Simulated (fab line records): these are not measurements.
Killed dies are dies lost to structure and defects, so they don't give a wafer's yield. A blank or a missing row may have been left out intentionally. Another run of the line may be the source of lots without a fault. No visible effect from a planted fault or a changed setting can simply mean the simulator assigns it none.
A single fault, viewed from 2 desks	flow gf180mcu	each desk has only its own numbers; what lay behind them comes last

AT THE METROLOGY DESK
Lot by lot, what the gauges showed, no matter which tool ran the lot: averages of those sampled wafers that carry a number. Marked OUT: a lot whose mean sits more than 4 standard deviations from the usual mean, which makes it out of limits; the brackets give that distance.
Columns: A = INCOMING_BOW at GF_STI_BOW_MEAS_00, usual -1 um; B = SAB_OVL at GF_SAB_OVL_MEAS_10, usual 1.1 nm
lot	first seen here	A	B
L335	day 1 10:00	4	2.4
L336	day 1 15:00	-7	3.3
L337	day 1 20:00	-0	2.6
L338	day 2 01:04	0	-0.3
L340	day 2 11:00	5	0.2
L341	day 2 16:02	0	2.2
L343	day 3 02:02	-0	1.9
L345	day 3 12:00	-2	0.9
L346	day 3 17:00	-1	-2.7
L350	day 4 13:01	-3	-0.3
L354	day 5 09:02	-5	0.4
L356	day 5 19:00	-2	-0.3
L357	day 6 00:00	-6	3.0
L358	day 6 05:00	1	-1.4
This desk found nothing out of limits on any of the 14 lots.

AT THE TOOL OWNER'S DESK: litho track-01
The tool's own readings at GF_VT_IMPLANT_SOFTBAKE_36 (time 60 s): means of the sampled wafers that have a number, for each lot that ran on this tool. Marked OUT: a lot whose mean sits more than 4 standard deviations from the usual mean, which makes it out of limits; the brackets give that distance.
Columns: A = heater power total W at GF_VT_IMPLANT_SOFTBAKE_36, usual 56.59 W; B = run length s at GF_VT_IMPLANT_SOFTBAKE_36, usual 89.15 s
lot	first seen here	A	B
L335	day 7 04:43	56.56	89.31
L337	day 7 17:49	56.60	89.13
L341	day 8 20:43	56.60	89.29
L343	day 9 11:13	58.37 (+39) OUT	83.60 (-29) OUT
L345	day 9 23:49	58.38 (+39) OUT	83.64 (-29) OUT
L354	day 12 09:52	56.63	89.27
L357	day 13 07:28	56.59	89.17
This desk finds L343, L345 out of limits, L343 being first, at day 9 11:13 (heater power total W at GF_VT_IMPLANT_SOFTBAKE_36). In limits: L335, L337, L341, L354, L357.

ALL TOGETHER
On L343, L345, at day 9 11:13, an alarm was possible from the tool owner's desk.
Nothing out of limits was seen by the metrology desk.
The metrology desk holds a record of L343, L345, inside its limits.
The lots listed all ran GF_VT_IMPLANT_SOFTBAKE_36 on litho track-01.

WHAT HAD BEEN PUT IN BY THE SIMULATOR
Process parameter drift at GF_VT_IMPLANT_SOFTBAKE_36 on litho track-01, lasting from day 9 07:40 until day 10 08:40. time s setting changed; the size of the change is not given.
Shown lots that were struck: L343, L345.
Time in hours from fault onset to the first out-of-limits reading at each desk: the tool owner's desk, 4.
